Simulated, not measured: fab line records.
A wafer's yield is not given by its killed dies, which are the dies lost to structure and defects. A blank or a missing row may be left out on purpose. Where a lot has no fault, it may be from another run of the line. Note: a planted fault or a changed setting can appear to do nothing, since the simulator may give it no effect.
The tool behind it: which one? | flow sky130 | Sampling: 24 lots, 72 wafers, 5 of 708 route steps

## WHAT THE GAUGES READ, wafer by wafer
SKY_METAL1_CD_MEAS_15: the cd target is 140 nm.
lot  | measured     | on        | cd nm (nm)
L074 | day 33 02:08 | cd sem-01 | 139.9 139.5 140.2
L075 | day 33 09:34 | cd sem-01 | 141.4 142.0 141.8
L076 | day 33 20:39 | cd sem-01 | 139.9 139.6 139.9
L077 | day 34 03:01 | cd sem-01 | 142.1 141.7 141.2
L078 | day 34 04:10 | cd sem-02 | 139.9 141.3 140.9
L079 | day 34 07:45 | cd sem-02 | 139.9 142.1 140.7
L080 | day 34 23:25 | cd sem-01 | 141.2 139.4 142.2
L081 | day 35 06:04 | cd sem-01 | 139.5 140.0 138.0
L082 | day 35 06:45 | cd sem-01 | 139.7 142.1 141.3
L083 | day 35 12:35 | cd sem-01 | 135.5 135.9 137.6
L084 | day 36 00:00 | cd sem-02 | 138.2 139.1 139.8
L085 | day 36 05:22 | cd sem-01 | 140.0 140.6 140.2
L086 | day 36 17:24 | cd sem-01 | 140.4 139.3 139.1
L087 | day 36 23:37 | cd sem-02 | 138.7 138.5 139.6
L088 | day 37 06:01 | cd sem-02 | 137.0 136.4 138.3
L089 | day 37 09:38 | cd sem-01 | 140.0 140.2 141.0
L090 | day 37 19:50 | cd sem-01 | 140.4 141.0 141.5
L091 | day 38 01:36 | cd sem-02 | 135.8 135.8 137.1
L092 | day 38 19:36 | cd sem-01 | 141.4 142.0 141.7
L093 | day 39 01:54 | cd sem-02 | 138.3 138.7 138.0
L094 | day 39 02:22 | cd sem-02 | 139.4 139.2 138.6
L095 | day 39 07:37 | cd sem-01 | 139.9 138.5 139.0
L096 | day 39 14:17 | cd sem-01 | 141.0 141.3 140.5
L097 | day 39 22:25 | cd sem-01 | 136.9 138.2 138.6

SKY_VIA1_CD_MEAS_12: the cd target is 150 nm.
lot  | measured     | on        | cd nm (nm)
L074 | day 34 05:46 | cd sem-01 | 152.0 150.0 149.7
L075 | day 34 13:44 | cd sem-02 | 148.6 151.0 149.8
L076 | day 35 00:42 | cd sem-01 | 149.5 149.9 150.3
L077 | day 35 06:44 | cd sem-02 | 151.4 151.4 152.8
L078 | day 35 08:04 | cd sem-02 | 149.6 151.5 148.5
L079 | day 35 11:08 | cd sem-02 | 149.0 149.5 148.3
L080 | day 36 03:28 | cd sem-02 | 151.5 149.9 149.0
L081 | day 36 09:51 | cd sem-01 | 150.1 149.1 151.1
L082 | day 36 10:01 | cd sem-02 | 152.4 152.0 151.8
L083 | day 36 16:24 | cd sem-01 | 150.0 148.1 149.1
L084 | day 37 03:37 | cd sem-02 | 148.3 150.2 150.9
L085 | day 37 08:40 | cd sem-02 | 152.4 152.1 154.8
L086 | day 37 20:45 | cd sem-02 | 150.3 150.1 151.2
L087 | day 38 02:56 | cd sem-02 | 151.5 152.8 150.9
L088 | day 38 09:01 | cd sem-02 | 149.8 149.3 150.5
L089 | day 38 13:01 | cd sem-02 | 150.8 151.6 151.8
L090 | day 38 22:28 | cd sem-02 | 152.0 151.5 151.3
L091 | day 39 04:10 | cd sem-01 | 148.9 151.0 150.1
L092 | day 39 22:16 | cd sem-02 | 148.3 148.9 147.9
L093 | day 40 03:34 | cd sem-01 | 146.4 148.5 145.7
L094 | day 40 04:37 | cd sem-02 | 151.5 153.0 150.8
L095 | day 40 10:00 | cd sem-02 | 149.4 150.9 149.5
L096 | day 40 15:16 | cd sem-01 | 152.5 151.4 154.1
L097 | day 41 00:52 | cd sem-01 | 148.7 150.2 146.9

SKY_VIA1_RS_MEAS_22: a four-point-probe measurement.
lot  | measured     | on            | VIA1_W_RS (ohm/sq)
L074 | day 34 06:46 | film metro-02 | 0.430 0.430 0.430
L075 | day 34 14:46 | film metro-04 | 0.423 0.426 0.430
L076 | day 35 01:44 | film metro-03 | 0.433 0.428 0.432
L077 | day 35 07:43 | film metro-04 | 0.430 0.430 0.428
L078 | day 35 09:04 | film metro-02 | 0.434 0.415 0.415
L079 | day 35 12:07 | film metro-02 | 0.409 0.415 0.429
L080 | day 36 04:28 | film metro-04 | 0.428 0.427 0.429
L081 | day 36 10:50 | film metro-02 | 0.427 0.426 0.427
L082 | day 36 11:00 | film metro-04 | 0.421 0.432 0.426
L083 | day 36 17:23 | film metro-02 | 0.420 0.431 0.423
L084 | day 37 04:37 | film metro-02 | 0.424 0.420 0.408
L085 | day 37 09:48 | film metro-02 | 0.430 0.431 0.430
L086 | day 37 21:50 | film metro-03 | 0.428 0.426 0.430
L087 | day 38 03:58 | film metro-03 | 0.412 0.428 0.428
L088 | day 38 10:04 | film metro-03 | 0.430 0.431 0.422
L089 | day 38 14:04 | film metro-04 | 0.416 0.426 0.418
L090 | day 38 23:27 | film metro-02 | 0.415 0.423 0.428
L091 | day 39 05:10 | film metro-04 | 0.433 0.414 0.417
L092 | day 39 23:16 | film metro-02 | 0.430 0.427 0.419
L093 | day 40 04:34 | film metro-04 | 0.428 0.422 0.411
L094 | day 40 05:36 | film metro-02 | 0.419 0.421 0.426
L095 | day 40 10:59 | film metro-03 | 0.435 0.424 0.435
L096 | day 40 16:16 | film metro-04 | 0.433 0.434 0.430
L097 | day 41 01:51 | film metro-04 | 0.428 0.430 0.417

SKY_METAL2_RS_MEAS_05: a four-point-probe measurement.
lot  | measured     | on            | METAL2_ALCU_RS (ohm/sq)
L074 | day 34 07:23 | film metro-01 | 0.1259 0.1272 0.1246
L075 | day 34 15:23 | film metro-04 | 0.1280 0.1256 0.1247
L076 | day 35 02:21 | film metro-04 | 0.1254 0.1254 0.1263
L077 | day 35 08:20 | film metro-02 | 0.1271 0.1265 0.1275
L078 | day 35 09:41 | film metro-01 | 0.1276 0.1279 0.1283
L079 | day 35 12:44 | film metro-04 | 0.1265 0.1271 0.1261
L080 | day 36 05:05 | film metro-01 | 0.1261 0.1272 0.1267
L081 | day 36 11:29 | film metro-01 | 0.1280 0.1278 0.1277
L082 | day 36 11:37 | film metro-04 | 0.1262 0.1261 0.1259
L083 | day 36 18:01 | film metro-01 | 0.1257 0.1263 0.1261
L084 | day 37 05:14 | film metro-01 | 0.1273 0.1259 0.1248
L085 | day 37 10:25 | film metro-04 | 0.1249 0.1268 0.1262
L086 | day 37 22:27 | film metro-01 | 0.1249 0.1273 0.1260
L087 | day 38 04:35 | film metro-02 | 0.1266 0.1257 0.1263
L088 | day 38 10:41 | film metro-02 | 0.1265 0.1254 0.1267
L089 | day 38 14:41 | film metro-02 | 0.1262 0.1266 0.1260
L090 | day 39 00:04 | film metro-01 | 0.1262 0.1254 0.1260
L091 | day 39 05:47 | film metro-04 | 0.1254 0.1258 0.1265
L092 | day 39 23:53 | film metro-01 | 0.1282 0.1263 0.1279
L093 | day 40 05:11 | film metro-01 | 0.1292 0.1283 0.1284
L094 | day 40 06:13 | film metro-01 | 0.1268 0.1265 0.1272
L095 | day 40 11:37 | film metro-01 | 0.1281 0.1274 0.1276
L096 | day 40 16:53 | film metro-02 | 0.1296 0.1292 0.1297
L097 | day 41 02:28 | film metro-01 | 0.1277 0.1257 0.1284

## WHICH TOOL RAN EACH LOT (tool, then ch and the chambers of the sampled wafers, then the start)
lot  | SKY_METAL1_SPUTTER_03
L074 | pvd sputter-02, day 31 22:40
L075 | pvd sputter-02, day 32 06:23
L076 | pvd sputter-03, day 32 17:32
L077 | pvd sputter-03, day 33 00:29
L078 | pvd sputter-04, day 33 01:18
L079 | pvd sputter-04, day 33 05:11
L080 | pvd sputter-04, day 33 21:07
L081 | pvd sputter-03, day 34 03:28
L082 | pvd sputter-04, day 34 04:15
L083 | pvd sputter-03, day 34 10:06
L084 | pvd sputter-03, day 34 21:49
L085 | pvd sputter-02, day 35 02:42
L086 | pvd sputter-02, day 35 15:19
L087 | pvd sputter-04, day 35 21:37
L088 | pvd sputter-02, day 36 04:19
L089 | pvd sputter-03, day 36 07:58
L090 | pvd sputter-03, day 36 17:25
L091 | pvd sputter-02, day 36 23:37
L092 | pvd sputter-03, day 37 18:32
L093 | pvd sputter-02, day 38 00:26
L094 | pvd sputter-03, day 38 01:31
L095 | pvd sputter-02, day 38 06:37
L096 | pvd sputter-02, day 38 13:17
L097 | pvd sputter-04, day 38 21:13
- SKY_METAL1_SPUTTER_03: material Ti, target thk 5 nm, time 3.3 s.

## WHAT THE TOOLS THEMSELVES READ (means of the sampled wafers that have a number; where no wafer has one, the mark that the record gives instead)
SKY_METAL1_SPUTTER_03.
lot  | tool           | throttle valve pct (%)
L074 | pvd sputter-02 | 29.2
L075 | pvd sputter-02 | 29.5
L076 | pvd sputter-03 | 29.3
L077 | pvd sputter-03 | 29.9
L078 | pvd sputter-04 | 30.6
L079 | pvd sputter-04 | 28.6
L080 | pvd sputter-04 | 30.7
L081 | pvd sputter-03 | 29.9
L082 | pvd sputter-04 | 29.5
L083 | pvd sputter-03 | 29.8
L084 | pvd sputter-03 | 29.5
L085 | pvd sputter-02 | 29.6
L086 | pvd sputter-02 | 29.5
L087 | pvd sputter-04 | 28.6
L088 | pvd sputter-02 | 29.8
L089 | pvd sputter-03 | 29.4
L090 | pvd sputter-03 | 29.7
L091 | pvd sputter-02 | 29.5
L092 | pvd sputter-03 | 30.0
L093 | pvd sputter-02 | 29.2
L094 | pvd sputter-03 | 30.1
L095 | pvd sputter-02 | 29.9
L096 | pvd sputter-02 | 29.2
L097 | pvd sputter-04 | 29.6

## THE ANSWER, worked out from the rows above alone
Rule: the lots themselves supply what counts as usual. Put in order of their means at a reading, lots are off if they are a third of the lots or fewer, leave a main group of 4 or more, and stand apart from it by a gap of 3 or more times the standard deviation of the main group's means; of several such gaps the widest counts. The tables above print the reading to a certain number of digits; a main group whose means all agree to those digits is not used. Also off: a lot with no number at a reading for which 4 or more lots have one. Where the step has rows for the other lots, those lots are counted as sound. After the gauges, taken in route order, come the tools' own readings; for these a lot's mean is taken, as printed above. The first step at which some lot is off is used, and at that step the reading that is off furthest; a lot without a number counts as furthest.
None of the lots is off at any reading shown; this tells nothing.

## WHAT WAS PUT IN BY THE SIMULATOR
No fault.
